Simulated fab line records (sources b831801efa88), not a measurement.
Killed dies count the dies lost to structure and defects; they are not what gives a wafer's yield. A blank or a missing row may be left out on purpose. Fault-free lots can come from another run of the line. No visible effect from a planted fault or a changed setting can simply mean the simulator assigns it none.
fab line records || flow sky130
record {"lots": 5, "wafers": 15, "lastDay": 50}
route steps=708 shown PAD_OPEN@699
lots that met no fault: from a run of the same line without faults
startH: hours from the record's first day to the start of the lot's first wafer shown || waitH: time in hours since the lot's previous step || " same as the row above || L1.1+2: a row that stands for several wafers || - value missing, or start not given || * or withheld: withheld || < > ~ a bound
route shown NAME@n: NAME is a module with steps in the file, n the number in the route of the first one || usual: mean and standard deviation over wafers with no fault || same: alike in all rows || chamber/n: place in a boat || sites: per-site readings || _std_site: standard deviation across them || _edge_site: mean of outer sites minus mean of inner sites || radiusMm: how far each site lies from the wafer's centre || mask NAME#n: copy n || behind: tool/chamber where the wafer was last shaped || hold: what put the lot on hold/how long, in hours/how the hold closed || device: which transistor (n, p or np) failed to switch || end of line: at the end of the route, the tests of the same wafers || a step without rows: its recipe alone || killed: at the first sort, the dies lost to defects and structure; wafer yield is something else || map: dies across one wafer; x = killed, . = not, _ = none there
set.NAME: setting as actually run; set.NAME@STEP: the setting as run at that earlier step || model.NAME: the simulator's own value behind a step, which no gauge read
certain route steps with their lots: each step a table, each wafer a row
services: when a tool's chamber went out of use (startH, in hours from the record's first day, below 0 if earlier), for how many hours, and the reason
## steps
# step SKY_PAD_OPEN_PEB_05
# recipe {"tempC": 115, "timeS": "withheld"}
{"lot.wafer": "L075.1+3+4", "tool": "lithoTrack-02", "chamber": 0, "startH": "-", "waitH": "-"}
{"lot.wafer": "L077.2+3+6", "tool": "lithoTrack-04", "chamber": 0, "startH": "-", "waitH": "-"}
{"lot.wafer": "L078.1+2+4", "tool": "lithoTrack-04", "chamber": 0, "startH": "-", "waitH": "-"}
{"lot.wafer": "L085.1+2+3", "tool": "lithoTrack-03", "chamber": 0, "startH": "-", "waitH": "-"}
{"lot.wafer": "L096.2+3+5", "tool": "lithoTrack-02", "chamber": 0, "startH": "-", "waitH": "-"}
# step SKY_PAD_OPEN_DEVELOP_06
# recipe {"developTimeS": 60, "devTempC": 23}
{"lot.wafer": "L075.1+3+4", "tool": "lithoTrack-02", "chamber": 0, "startH": "-", "waitH": "-"}
{"lot.wafer": "L077.2+3+6", "tool": "lithoTrack-04", "chamber": 0, "startH": "-", "waitH": "-"}
{"lot.wafer": "L078.1+2+4", "tool": "lithoTrack-04", "chamber": 0, "startH": "-", "waitH": "-"}
{"lot.wafer": "L085.1+2+3", "tool": "lithoTrack-03", "chamber": 0, "startH": "-", "waitH": "-"}
{"lot.wafer": "L096.2+3+5", "tool": "lithoTrack-02", "chamber": 0, "startH": "-", "waitH": "-"}
# step SKY_PAD_OPEN_ETCH_07
# recipe {"chemistry": "CF4/O2", "targetDepthNm": 725, "stopOn": "AlCu", "sourceW": 791.1, "biasW": 150, "pressureMtorr": 150, "cf4FlowSccm": 80, "O2_flow_sccm": 10, "timeS": 161.1}
# usual {"drypumpMotorCurrentA": "5.8/0.38", "oesProductAu": "0.977/0.0075", "throttleValvePct": "5.964/0.0097"}
{"lot.wafer": "L075.1", "tool": "rieDiel-01", "chamber": 2, "startH": 1084.48, "waitH": "-", "drypumpMotorCurrentA": 5.4, "oesProductAu": 0.979, "rfHoursCounterH": 10, "throttleValvePct": 5.963}
{"lot.wafer": "L075.3", "tool": "rieDiel-01", "chamber": 3, "startH": 1084.48, "waitH": "-", "drypumpMotorCurrentA": 5.1, "oesProductAu": 0.970, "rfHoursCounterH": 15, "throttleValvePct": 5.970}
{"lot.wafer": "L075.4", "tool": "rieDiel-01", "chamber": 3, "startH": 1084.48, "waitH": "-", "drypumpMotorCurrentA": 5.1, "oesProductAu": 0.980, "rfHoursCounterH": "-", "throttleValvePct": 5.961}
{"lot.wafer": "L077.2", "tool": "rieDiel-01", "chamber": 3, "startH": 1086.59, "waitH": "-", "drypumpMotorCurrentA": 5.1, "oesProductAu": 0.979, "rfHoursCounterH": 15, "throttleValvePct": 5.970}
{"lot.wafer": "L077.3", "tool": "rieDiel-01", "chamber": 0, "startH": 1086.59, "waitH": "-", "drypumpMotorCurrentA": 5.9, "oesProductAu": 0.971, "rfHoursCounterH": 12, "throttleValvePct": 5.953}
{"lot.wafer": "L077.6", "tool": "rieDiel-01", "chamber": 2, "startH": 1086.59, "waitH": "-", "drypumpMotorCurrentA": 5.4, "oesProductAu": 0.989, "rfHoursCounterH": "-", "throttleValvePct": 5.972}
{"lot.wafer": "L078.1", "tool": "rieDiel-04", "chamber": 1, "startH": 1095.39, "waitH": "-", "drypumpMotorCurrentA": 6.2, "oesProductAu": 0.966, "rfHoursCounterH": 16, "throttleValvePct": 5.967}
{"lot.wafer": "L078.2", "tool": "rieDiel-04", "chamber": 3, "startH": 1095.39, "waitH": "-", "drypumpMotorCurrentA": 5.9, "oesProductAu": 0.969, "rfHoursCounterH": 23, "throttleValvePct": 5.964}
{"lot.wafer": "L078.4", "tool": "rieDiel-04", "chamber": 2, "startH": 1095.39, "waitH": "-", "drypumpMotorCurrentA": 6.4, "oesProductAu": 0.987, "rfHoursCounterH": 19, "throttleValvePct": 5.970}
{"lot.wafer": "L085.1", "tool": "rieDiel-03", "chamber": 2, "startH": 1136.38, "waitH": "-", "drypumpMotorCurrentA": 6.0, "oesProductAu": 0.981, "rfHoursCounterH": 24, "throttleValvePct": 5.983}
{"lot.wafer": "L085.2", "tool": "rieDiel-03", "chamber": 1, "startH": 1136.38, "waitH": "-", "drypumpMotorCurrentA": 6.0, "oesProductAu": 0.963, "rfHoursCounterH": 6, "throttleValvePct": 5.957}
{"lot.wafer": "L085.3", "tool": "rieDiel-03", "chamber": 3, "startH": 1136.38, "waitH": "-", "drypumpMotorCurrentA": 6.3, "oesProductAu": 0.971, "rfHoursCounterH": 17, "throttleValvePct": 5.981}
{"lot.wafer": "L096.2", "tool": "rieDiel-01", "chamber": 1, "startH": 1196.73, "waitH": "-", "drypumpMotorCurrentA": 5.6, "oesProductAu": 0.980, "rfHoursCounterH": 27, "throttleValvePct": 5.953}
{"lot.wafer": "L096.3", "tool": "rieDiel-01", "chamber": 0, "startH": 1196.73, "waitH": "-", "drypumpMotorCurrentA": 6.0, "oesProductAu": 0.981, "rfHoursCounterH": 16, "throttleValvePct": 5.954}
{"lot.wafer": "L096.5", "tool": "rieDiel-01", "chamber": 1, "startH": 1196.73, "waitH": "-", "drypumpMotorCurrentA": 5.6, "oesProductAu": 0.980, "rfHoursCounterH": "-", "throttleValvePct": 5.947}
# step SKY_PAD_OPEN_STRIP_08
# recipe {"chemistry": "O2/N2", "powerW": 1400, "pressureMtorr": 1500, "platenTempC": "withheld", "overashFraction": 0.7, "o2FlowSccm": 3000, "n2FlowSccm": 300}
# usual {"drypumpMotorCurrentA": "5.7/0.48", "oesProductAu": "0.663/0.0045", "stripTimeToEndpointS": "37.04/0.09"}
{"lot.wafer": "L075.1", "tool": "plasmaAsher-02", "chamber": 1, "startH": 1084.59, "waitH": 0.1, "drypumpMotorCurrentA": 6.1, "oesProductAu": 0.663, "rfHoursCounterH": 97, "stripTimeToEndpointS": 37.14}
{"lot.wafer": "L075.3", "tool": "plasmaAsher-02", "chamber": 0, "startH": 1084.59, "waitH": 0.1, "drypumpMotorCurrentA": 5.0, "oesProductAu": 0.659, "rfHoursCounterH": "-", "stripTimeToEndpointS": 37.12}
{"lot.wafer": "L075.4", "tool": "plasmaAsher-02", "chamber": 1, "startH": 1084.59, "waitH": 0.1, "drypumpMotorCurrentA": 6.1, "oesProductAu": 0.659, "rfHoursCounterH": "-", "stripTimeToEndpointS": 37.12}
{"lot.wafer": "L077.2", "tool": "plasmaAsher-01", "chamber": 0, "startH": 1086.70, "waitH": 0.1, "drypumpMotorCurrentA": 6.3, "oesProductAu": 0.653, "rfHoursCounterH": 67, "stripTimeToEndpointS": 37.05}
{"lot.wafer": "L077.3", "tool": "plasmaAsher-01", "chamber": 1, "startH": 1086.70, "waitH": 0.1, "drypumpMotorCurrentA": 5.7, "oesProductAu": 0.666, "rfHoursCounterH": "-", "stripTimeToEndpointS": 37.15}
{"lot.wafer": "L077.6", "tool": "plasmaAsher-01", "chamber": 1, "startH": 1086.70, "waitH": 0.1, "drypumpMotorCurrentA": 5.7, "oesProductAu": 0.665, "rfHoursCounterH": "-", "stripTimeToEndpointS": 37.07}
{"lot.wafer": "L078.1", "tool": "plasmaAsher-03", "chamber": 1, "startH": 1095.50, "waitH": 0.1, "drypumpMotorCurrentA": 6.1, "oesProductAu": 0.663, "rfHoursCounterH": 31, "stripTimeToEndpointS": 37.10}
{"lot.wafer": "L078.2", "tool": "plasmaAsher-03", "chamber": 0, "startH": 1095.50, "waitH": 0.1, "drypumpMotorCurrentA": 5.2, "oesProductAu": 0.657, "rfHoursCounterH": 31, "stripTimeToEndpointS": 37.12}
{"lot.wafer": "L078.4", "tool": "plasmaAsher-03", "chamber": 0, "startH": 1095.50, "waitH": 0.1, "drypumpMotorCurrentA": 5.2, "oesProductAu": 0.668, "rfHoursCounterH": "-", "stripTimeToEndpointS": 37.19}
{"lot.wafer": "L085.1", "tool": "plasmaAsher-03", "chamber": 0, "startH": 1136.49, "waitH": 0.1, "drypumpMotorCurrentA": 5.2, "oesProductAu": 0.662, "rfHoursCounterH": 35, "stripTimeToEndpointS": 36.92}
{"lot.wafer": "L085.2", "tool": "plasmaAsher-03", "chamber": 1, "startH": 1136.49, "waitH": 0.1, "drypumpMotorCurrentA": 6.1, "oesProductAu": 0.662, "rfHoursCounterH": 35, "stripTimeToEndpointS": 36.95}
{"lot.wafer": "L085.3", "tool": "plasmaAsher-03", "chamber": 0, "startH": 1136.49, "waitH": 0.1, "drypumpMotorCurrentA": 5.2, "oesProductAu": 0.661, "rfHoursCounterH": "-", "stripTimeToEndpointS": 36.91}
{"lot.wafer": "L096.2", "tool": "plasmaAsher-01", "chamber": 1, "startH": 1196.84, "waitH": 0.1, "drypumpMotorCurrentA": 5.7, "oesProductAu": 0.660, "rfHoursCounterH": 78, "stripTimeToEndpointS": 37.07}
{"lot.wafer": "L096.3", "tool": "plasmaAsher-01", "chamber": 1, "startH": 1196.84, "waitH": 0.1, "drypumpMotorCurrentA": 5.7, "oesProductAu": 0.659, "rfHoursCounterH": "-", "stripTimeToEndpointS": 37.04}
{"lot.wafer": "L096.5", "tool": "plasmaAsher-01", "chamber": 1, "startH": 1196.84, "waitH": 0.1, "drypumpMotorCurrentA": 5.7, "oesProductAu": 0.662, "rfHoursCounterH": "-", "stripTimeToEndpointS": 36.95}
# step SKY_PAD_OPEN_STRIP_09
# recipe {"chemistry": "postEtchResidueRemover", "timeS": 1200, "tempC": 72.5}
# usual {"bathGuardTempC": "72.5/0.48", "tempC": "72.49/0.13"}
{"lot.wafer": "L075.1", "tool": "wetBench-04", "chamber": 0, "startH": 1084.69, "waitH": 0.1, "bathGuardTempC": 72.7, "tempC": 72.36}
{"lot.wafer": "L075.3", "tool": "wetBench-04", "chamber": 0, "startH": 1084.69, "waitH": 0.1, "bathGuardTempC": 72.4, "tempC": 72.36}
{"lot.wafer": "L075.4", "tool": "wetBench-04", "chamber": 0, "startH": 1084.69, "waitH": 0.1, "bathGuardTempC": 72.9, "tempC": 72.53}
{"lot.wafer": "L077.2", "tool": "wetBench-03", "chamber": 1, "startH": 1086.80, "waitH": 0.1, "bathGuardTempC": 72.8, "tempC": 72.37}
{"lot.wafer": "L077.3", "tool": "wetBench-03", "chamber": 1, "startH": 1086.80, "waitH": 0.1, "bathGuardTempC": 72.8, "tempC": 72.44}
{"lot.wafer": "L077.6", "tool": "wetBench-03", "chamber": 1, "startH": 1086.80, "waitH": 0.1, "bathGuardTempC": 73.4, "tempC": 72.42}
{"lot.wafer": "L078.1", "tool": "wetBench-01", "chamber": 1, "startH": 1095.60, "waitH": 0.1, "bathGuardTempC": 72.1, "tempC": 72.36}
{"lot.wafer": "L078.2", "tool": "wetBench-01", "chamber": 1, "startH": 1095.60, "waitH": 0.1, "bathGuardTempC": 71.8, "tempC": 72.45}
{"lot.wafer": "L078.4", "tool": "wetBench-01", "chamber": 1, "startH": 1095.60, "waitH": 0.1, "bathGuardTempC": 72.2, "tempC": 72.51}
{"lot.wafer": "L085.1", "tool": "wetBench-03", "chamber": 0, "startH": 1136.61, "waitH": 0.1, "bathGuardTempC": 72.8, "tempC": 72.33}
{"lot.wafer": "L085.2", "tool": "wetBench-03", "chamber": 0, "startH": 1136.61, "waitH": 0.1, "bathGuardTempC": 72.8, "tempC": 72.34}
{"lot.wafer": "L085.3", "tool": "wetBench-03", "chamber": 0, "startH": 1136.61, "waitH": 0.1, "bathGuardTempC": 72.7, "tempC": 72.31}
{"lot.wafer": "L096.2", "tool": "wetBench-04", "chamber": 1, "startH": 1196.94, "waitH": 0.1, "bathGuardTempC": 71.7, "tempC": 72.60}
{"lot.wafer": "L096.3", "tool": "wetBench-04", "chamber": 1, "startH": 1196.94, "waitH": 0.1, "bathGuardTempC": 72.1, "tempC": 72.49}
{"lot.wafer": "L096.5", "tool": "wetBench-04", "chamber": 1, "startH": 1196.94, "waitH": 0.1, "bathGuardTempC": 71.1, "tempC": 72.45}
# step SKY_PAD_OPEN_CLEAN_10
# recipe {"chemistry": "IPA", "timeS": 180, "tempC": 25}
# usual {"tempC": "24.99/0.11"}
{"lot.wafer": "L075.1", "tool": "wetBench-01", "chamber": 1, "startH": 1085.06, "waitH": 0.0, "tempC": 24.99}
{"lot.wafer": "L075.3", "tool": "wetBench-01", "chamber": 1, "startH": 1085.06, "waitH": 0.0, "tempC": 25.01}
{"lot.wafer": "L075.4", "tool": "wetBench-01", "chamber": 1, "startH": 1085.06, "waitH": 0.0, "tempC": 25.03}
{"lot.wafer": "L077.2", "tool": "wetBench-04", "chamber": 2, "startH": 1087.17, "waitH": 0.0, "tempC": 25.06}
{"lot.wafer": "L077.3", "tool": "wetBench-04", "chamber": 2, "startH": 1087.17, "waitH": 0.0, "tempC": 25.11}
{"lot.wafer": "L077.6", "tool": "wetBench-04", "chamber": 2, "startH": 1087.17, "waitH": 0.0, "tempC": 25.00}
{"lot.wafer": "L078.1", "tool": "wetBench-03", "chamber": 3, "startH": 1095.94, "waitH": 0.0, "tempC": 24.94}
{"lot.wafer": "L078.2", "tool": "wetBench-03", "chamber": 3, "startH": 1095.94, "waitH": 0.0, "tempC": 24.91}
{"lot.wafer": "L078.4", "tool": "wetBench-03", "chamber": 3, "startH": 1095.94, "waitH": 0.0, "tempC": 24.98}
{"lot.wafer": "L085.1", "tool": "wetBench-04", "chamber": 0, "startH": 1137.30, "waitH": 0.0, "tempC": 25.01}
{"lot.wafer": "L085.2", "tool": "wetBench-04", "chamber": 0, "startH": 1137.30, "waitH": 0.0, "tempC": 24.86}
{"lot.wafer": "L085.3", "tool": "wetBench-04", "chamber": 0, "startH": 1137.30, "waitH": 0.0, "tempC": 24.93}
{"lot.wafer": "L096.2", "tool": "wetBench-03", "chamber": 3, "startH": 1197.28, "waitH": 0.0, "tempC": 24.97}
{"lot.wafer": "L096.3", "tool": "wetBench-03", "chamber": 3, "startH": 1197.28, "waitH": 0.0, "tempC": 24.93}
{"lot.wafer": "L096.5", "tool": "wetBench-03", "chamber": 3, "startH": 1197.28, "waitH": 0.0, "tempC": 24.92}
# step SKY_PAD_OPEN_CLEAN_11
# recipe {"chemistry": "O3/DIW", "dry": "n2Spin"}
{"lot.wafer": "L075.1+3+4", "tool": "wetBench-01", "chamber": 1, "startH": 1085.12, "waitH": 0.0}
{"lot.wafer": "L077.2+3+6", "tool": "wetBench-03", "chamber": 1, "startH": 1087.23, "waitH": 0.0}
{"lot.wafer": "L078.1+2+4", "tool": "wetBench-01", "chamber": 2, "startH": 1096.00, "waitH": 0.0}
{"lot.wafer": "L085.1+2+3", "tool": "wetBench-03", "chamber": 1, "startH": 1137.35, "waitH": 0.0}
{"lot.wafer": "L096.2+3+5", "tool": "wetBench-04", "chamber": 3, "startH": 1197.34, "waitH": 0.0}
# step SKY_PAD_OPEN_ANNEAL_12
# recipe {"tempC": 400, "timeS": "withheld", "ambient": "N2/H2", "idleTempC": 300, "rampUpCPerMin": 8, "rampDownCPerMin": 4}
{"lot.wafer": "L075.1+3+4", "tool": "furnace-01", "chamber": 0, "startH": 1085.21, "waitH": 0.0}
{"lot.wafer": "L077.2+3+6", "tool": "furnace-01", "chamber": 0, "startH": 1087.33, "waitH": 0.0}
{"lot.wafer": "L078.1+2+4", "tool": "furnace-02", "chamber": 0, "startH": 1096.09, "waitH": 0.0}
{"lot.wafer": "L085.1+2+3", "tool": "furnace-01", "chamber": 0, "startH": 1137.54, "waitH": 0.0}
{"lot.wafer": "L096.2+3+5", "tool": "furnace-01", "chamber": 0, "startH": 1197.44, "waitH": 0.0}
# step SKY_PAD_OPEN_BOW_MEAS_13
# recipe {"mode": "bow"}
# usual {"PAD_OPEN_BOW": "47/8.2"}
{"lot.wafer": "L075.1", "tool": "filmMetro-02", "chamber": "-", "startH": 1086.71, "waitH": "-", "PAD_OPEN_BOW[um]": 39}
{"lot.wafer": "L075.3", "tool": "filmMetro-02", "chamber": "-", "startH": 1086.71, "waitH": "-", "PAD_OPEN_BOW[um]": 50}
{"lot.wafer": "L075.4", "tool": "filmMetro-02", "chamber": "-", "startH": 1086.71, "waitH": "-", "PAD_OPEN_BOW[um]": 52}
{"lot.wafer": "L077.2", "tool": "filmMetro-03", "chamber": "-", "startH": 1088.85, "waitH": "-", "PAD_OPEN_BOW[um]": 50}
{"lot.wafer": "L077.3", "tool": "filmMetro-03", "chamber": "-", "startH": 1088.85, "waitH": "-", "PAD_OPEN_BOW[um]": 63}
{"lot.wafer": "L077.6", "tool": "filmMetro-03", "chamber": "-", "startH": 1088.85, "waitH": "-", "PAD_OPEN_BOW[um]": 51}
{"lot.wafer": "L078.1", "tool": "filmMetro-02", "chamber": "-", "startH": 1097.59, "waitH": "-", "PAD_OPEN_BOW[um]": 48}
{"lot.wafer": "L078.2", "tool": "filmMetro-02", "chamber": "-", "startH": 1097.59, "waitH": "-", "PAD_OPEN_BOW[um]": 50}
{"lot.wafer": "L078.4", "tool": "filmMetro-02", "chamber": "-", "startH": 1097.59, "waitH": "-", "PAD_OPEN_BOW[um]": 42}
{"lot.wafer": "L085.1", "tool": "filmMetro-01", "chamber": "-", "startH": 1139.04, "waitH": "-", "PAD_OPEN_BOW[um]": 51}
{"lot.wafer": "L085.2", "tool": "filmMetro-01", "chamber": "-", "startH": 1139.04, "waitH": "-", "PAD_OPEN_BOW[um]": 50}
{"lot.wafer": "L085.3", "tool": "filmMetro-01", "chamber": "-", "startH": 1139.04, "waitH": "-", "PAD_OPEN_BOW[um]": 47}
{"lot.wafer": "L096.2", "tool": "filmMetro-01", "chamber": "-", "startH": 1198.96, "waitH": "-", "PAD_OPEN_BOW[um]": 36}
{"lot.wafer": "L096.3", "tool": "filmMetro-01", "chamber": "-", "startH": 1198.96, "waitH": "-", "PAD_OPEN_BOW[um]": 61}
{"lot.wafer": "L096.5", "tool": "filmMetro-01", "chamber": "-", "startH": 1198.96, "waitH": "-", "PAD_OPEN_BOW[um]": 37}
# step SKY_PAD_OPEN_PROBE_99
# usual {"defectLimitedYield": "82.5/1.8", "killed_at_M0_to_M3": "45/6.8", "killed_at_M4_up": "3.1/2", "killedAtContacts": "23/5.2", "killedAtFrontEnd": "14/3.7", "killedAtOther": "0.3/0.61", "killedDies": "86/9", "killedOpen": "46/6.9", "killedShort": "39/6.4", "sort_bin_3_pad_short": "0.9/0.44", "sort_bin_5_function": "10.5/1.4", "sort_bin_6_memory": "6.1/1.1", "sort_bin_8_speed": "0.01/0.052", "sortNPass": "406/9", "sortYieldPct": "82.5/1.8"}
# same {"grossDies": 492, "killedAtBackSide": 0, "sort_bin_4_leakage[%]": 0}
{"lot.wafer": "L075.1", "tool": "prober-02", "chamber": "-", "startH": 1086.83, "waitH": 0.1, "defectLimitedYield[%]": 82.3, "killed_at_M0_to_M3": 42, "killed_at_M4_up": 7, "killedAtContacts": 22, "killedAtFrontEnd": 15, "killedAtOther": 1, "killedDies": 87, "killedOpen": 46, "killedShort": 41, "sort_bin_3_pad_short[%]": 0.6, "sort_bin_5_function[%]": 10.4, "sort_bin_6_memory[%]": 6.7, "sort_bin_8_speed[%]": 0, "sortNPass": 405, "sortYieldPct[%]": 82.3}
{"lot.wafer": "L075.3", "tool": "prober-02", "chamber": "-", "startH": 1086.93, "waitH": 0.2, "defectLimitedYield[%]": 82.3, "killed_at_M0_to_M3": 45, "killed_at_M4_up": 1, "killedAtContacts": 27, "killedAtFrontEnd": 14, "killedAtOther": 0, "killedDies": 87, "killedOpen": 48, "killedShort": 39, "sort_bin_3_pad_short[%]": 0.6, "sort_bin_5_function[%]": 12.0, "sort_bin_6_memory[%]": 5.1, "sort_bin_8_speed[%]": 0, "sortNPass": 405, "sortYieldPct[%]": 82.3}
{"lot.wafer": "L075.4", "tool": "prober-02", "chamber": "-", "startH": 1086.98, "waitH": 0.2, "defectLimitedYield[%]": 84.3, "killed_at_M0_to_M3": 40, "killed_at_M4_up": 3, "killedAtContacts": 23, "killedAtFrontEnd": 11, "killedAtOther": 0, "killedDies": 77, "killedOpen": 45, "killedShort": 32, "sort_bin_3_pad_short[%]": 1.2, "sort_bin_5_function[%]": 9.3, "sort_bin_6_memory[%]": 5.1, "sort_bin_8_speed[%]": 0, "sortNPass": 415, "sortYieldPct[%]": 84.3}
{"lot.wafer": "L077.2", "tool": "prober-02", "chamber": "-", "startH": 1089.00, "waitH": 0.1, "defectLimitedYield[%]": 82.3, "killed_at_M0_to_M3": 44, "killed_at_M4_up": 2, "killedAtContacts": 28, "killedAtFrontEnd": 13, "killedAtOther": 0, "killedDies": 87, "killedOpen": 49, "killedShort": 38, "sort_bin_3_pad_short[%]": 1.2, "sort_bin_5_function[%]": 11.2, "sort_bin_6_memory[%]": 5.3, "sort_bin_8_speed[%]": 0, "sortNPass": 405, "sortYieldPct[%]": 82.3}
{"lot.wafer": "L077.3", "tool": "prober-02", "chamber": "-", "startH": 1089.05, "waitH": 0.2, "defectLimitedYield[%]": 82.3, "killed_at_M0_to_M3": 46, "killed_at_M4_up": 3, "killedAtContacts": 15, "killedAtFrontEnd": 22, "killedAtOther": 1, "killedDies": 87, "killedOpen": 50, "killedShort": 36, "sort_bin_3_pad_short[%]": 0.8, "sort_bin_5_function[%]": 10.4, "sort_bin_6_memory[%]": 6.5, "sort_bin_8_speed[%]": 0, "sortNPass": 405, "sortYieldPct[%]": 82.3}
{"lot.wafer": "L077.6", "tool": "prober-02", "chamber": "-", "startH": 1089.20, "waitH": 0.2, "defectLimitedYield[%]": 85.4, "killed_at_M0_to_M3": 33, "killed_at_M4_up": 2, "killedAtContacts": 19, "killedAtFrontEnd": 18, "killedAtOther": 0, "killedDies": 72, "killedOpen": 35, "killedShort": 37, "sort_bin_3_pad_short[%]": 0.4, "sort_bin_5_function[%]": 9.8, "sort_bin_6_memory[%]": 4.5, "sort_bin_8_speed[%]": 0, "sortNPass": 420, "sortYieldPct[%]": 85.4}
{"lot.wafer": "L078.1", "tool": "prober-01", "chamber": "-", "startH": 1097.71, "waitH": 0.1, "defectLimitedYield[%]": 84.1, "killed_at_M0_to_M3": 34, "killed_at_M4_up": 5, "killedAtContacts": 22, "killedAtFrontEnd": 17, "killedAtOther": 0, "killedDies": 78, "killedOpen": 36, "killedShort": 42, "sort_bin_3_pad_short[%]": 1.0, "sort_bin_5_function[%]": 8.3, "sort_bin_6_memory[%]": 6.5, "sort_bin_8_speed[%]": 0, "sortNPass": 414, "sortYieldPct[%]": 84.1}
{"lot.wafer": "L078.2", "tool": "prober-01", "chamber": "-", "startH": 1097.76, "waitH": 0.1, "defectLimitedYield[%]": 83.9, "killed_at_M0_to_M3": 33, "killed_at_M4_up": 1, "killedAtContacts": 26, "killedAtFrontEnd": 19, "killedAtOther": 0, "killedDies": 79, "killedOpen": 49, "killedShort": 29, "sort_bin_3_pad_short[%]": 0.2, "sort_bin_5_function[%]": 11.8, "sort_bin_6_memory[%]": 4.1, "sort_bin_8_speed[%]": 0.41, "sortNPass": 411, "sortYieldPct[%]": 83.5}
{"lot.wafer": "L078.4", "tool": "prober-01", "chamber": "-", "startH": 1097.86, "waitH": 0.2, "defectLimitedYield[%]": 82.1, "killed_at_M0_to_M3": 44, "killed_at_M4_up": 2, "killedAtContacts": 17, "killedAtFrontEnd": 25, "killedAtOther": 0, "killedDies": 88, "killedOpen": 44, "killedShort": 41, "sort_bin_3_pad_short[%]": 1.0, "sort_bin_5_function[%]": 12.4, "sort_bin_6_memory[%]": 4.5, "sort_bin_8_speed[%]": 0, "sortNPass": 404, "sortYieldPct[%]": 82.1}
{"lot.wafer": "L085.1", "tool": "prober-02", "chamber": "-", "startH": 1139.16, "waitH": 0.1, "defectLimitedYield[%]": 82.1, "killed_at_M0_to_M3": 48, "killed_at_M4_up": 2, "killedAtContacts": 23, "killedAtFrontEnd": 14, "killedAtOther": 1, "killedDies": 88, "killedOpen": 43, "killedShort": 45, "sort_bin_3_pad_short[%]": 1.4, "sort_bin_5_function[%]": 11.2, "sort_bin_6_memory[%]": 5.3, "sort_bin_8_speed[%]": 0.20, "sortNPass": 403, "sortYieldPct[%]": 81.9}
# killed by level:class
L075.1 VIA1:geometricParticle:open=9 CONTACT:geometricParticle:open=7 METAL2:geometricParticle:short=7 VIA2:geometricParticle:open=6 POLY_GATE:geometricParticle:short=5 LI_CONTACT:geometricParticle:open=5 VIA3:geometricParticle:open=5 VIA1:geometricParticle:short=5
L075.3 VIA1:geometricParticle:open=14 CONTACT:geometricParticle:open=8 VIA1:geometricParticle:short=7 VIA3:geometricParticle:open=7 METAL1:geometricParticle:short=6 LI_CONTACT:geometricParticle:open=5 POLY_GATE:geometricParticle:short=4 LI_CONTACT:geometricParticle:short=4
L075.4 VIA1:geometricParticle:open=11 LI_CONTACT:geometricParticle:open=10 CONTACT:geometricParticle:open=6 METAL1:geometricParticle:short=6 VIA3:geometricParticle:open=6 CONTACT:geometricParticle:short=4 POLY_GATE:geometricParticle:open=3 METAL4:geometricParticle:short=3
L077.2 CONTACT:geometricParticle:open=10 LI_CONTACT:geometricParticle:open=8 VIA1:geometricParticle:open=7 METAL1:geometricParticle:short=7 METAL2:geometricParticle:short=6 VIA3:geometricParticle:open=6 VIA2:geometricParticle:open=6 FIELD_ISO:geometricParticle:open=5
L077.3 METAL1:geometricParticle:short=10 VIA1:geometricParticle:open=9 VIA1:geometricParticle:short=8 CONTACT:geometricParticle:open=8 VIA2:geometricParticle:open=7 FIELD_ISO:geometricParticle:open=6 POLY_GATE:geometricParticle:open=6 VIA3:geometricParticle:open=6
L077.6 VIA1:geometricParticle:open=9 FIELD_ISO:geometricParticle:short=7 CONTACT:geometricParticle:open=7 FIELD_ISO:geometricParticle:open=6 METAL2:geometricParticle:short=5 VIA1:geometricParticle:short=4 VIA3:geometricParticle:open=3 VIA3:geometricParticle:short=3
L078.1 VIA2:geometricParticle:open=8 CONTACT:geometricParticle:short=6 VIA1:geometricParticle:open=6 POLY_GATE:geometricParticle:open=5 LI_CONTACT:geometricParticle:short=5 LOCAL_INTERCONNECT:geometricParticle:short=5 VIA3:geometricParticle:open=5 FIELD_ISO:geometricParticle:short=3
L078.2 POLY_GATE:geometricParticle:open=8 CONTACT:geometricParticle:open=8 LI_CONTACT:geometricParticle:open=7 VIA3:geometricParticle:open=6 LOCAL_INTERCONNECT:geometricParticle:short=6 VIA2:geometricParticle:open=6 VIA1:geometricParticle:open=5 FIELD_ISO:geometricParticle:short=4
L078.4 VIA2:geometricParticle:open=8 VIA1:geometricParticle:open=8 METAL1:geometricParticle:short=6 POLY_GATE:geometricParticle:open=6 VIA1:geometricParticle:short=5 CONTACT:geometricParticle:open=5 METAL2:geometricParticle:short=4 POLY_GATE:geometricParticle:short=4
L085.1 VIA2:geometricParticle:open=11 CONTACT:geometricParticle:open=9 LI_CONTACT:geometricParticle:open=7 METAL1:geometricParticle:short=7 VIA1:geometricParticle:open=7 METAL2:geometricParticle:short=7 POLY_GATE:geometricParticle:short=5 FIELD_ISO:geometricParticle:short=4
## services
{"tool": "plasmaAsher-03", "chamber": "-", "startH": 1072.81, "hours": 8.8, "kind": "repair"}
{"tool": "furnace-02", "chamber": "-", "startH": 1078.88, "hours": 4.0, "kind": "pm"}
{"tool": "rieDiel-04", "chamber": 3, "startH": 1119.73, "hours": 4.1, "kind": "repair"}
{"tool": "furnace-02", "chamber": "-", "startH": 1125.72, "hours": 22.6, "kind": "pm"}
{"tool": "rieDiel-01", "chamber": "-", "startH": 1126.04, "hours": 3.9, "kind": "repair"}
{"tool": "plasmaAsher-02", "chamber": "-", "startH": 1128.68, "hours": 4.9, "kind": "repair"}
{"tool": "rieDiel-03", "chamber": 0, "startH": 1145.05, "hours": 5.7, "kind": "repair"}
{"tool": "furnace-02", "chamber": "-", "startH": 1148.35, "hours": 3.4, "kind": "pm"}
{"tool": "rieDiel-03", "chamber": "-", "startH": 1151.81, "hours": 2.8, "kind": "pm"}
{"tool": "wetBench-04", "chamber": "-", "startH": 1166.09, "hours": 2.3, "kind": "repair"}
{"tool": "rieDiel-04", "chamber": 2, "startH": 1166.72, "hours": 3.8, "kind": "repair"}
{"tool": "plasmaAsher-03", "chamber": "-", "startH": 1167.17, "hours": 1.3, "kind": "repair"}
{"tool": "rieDiel-03", "chamber": 2, "startH": 1167.62, "hours": 4.2, "kind": "repair"}
{"tool": "wetBench-01", "chamber": "-", "startH": 1184.00, "hours": 1.4, "kind": "repair"}
{"tool": "rieDiel-01", "chamber": 2, "startH": 1194.50, "hours": 12.9, "kind": "repair"}
{"tool": "rieDiel-04", "chamber": 3, "startH": 1194.73, "hours": 2.7, "kind": "repair"}
## key
fault none
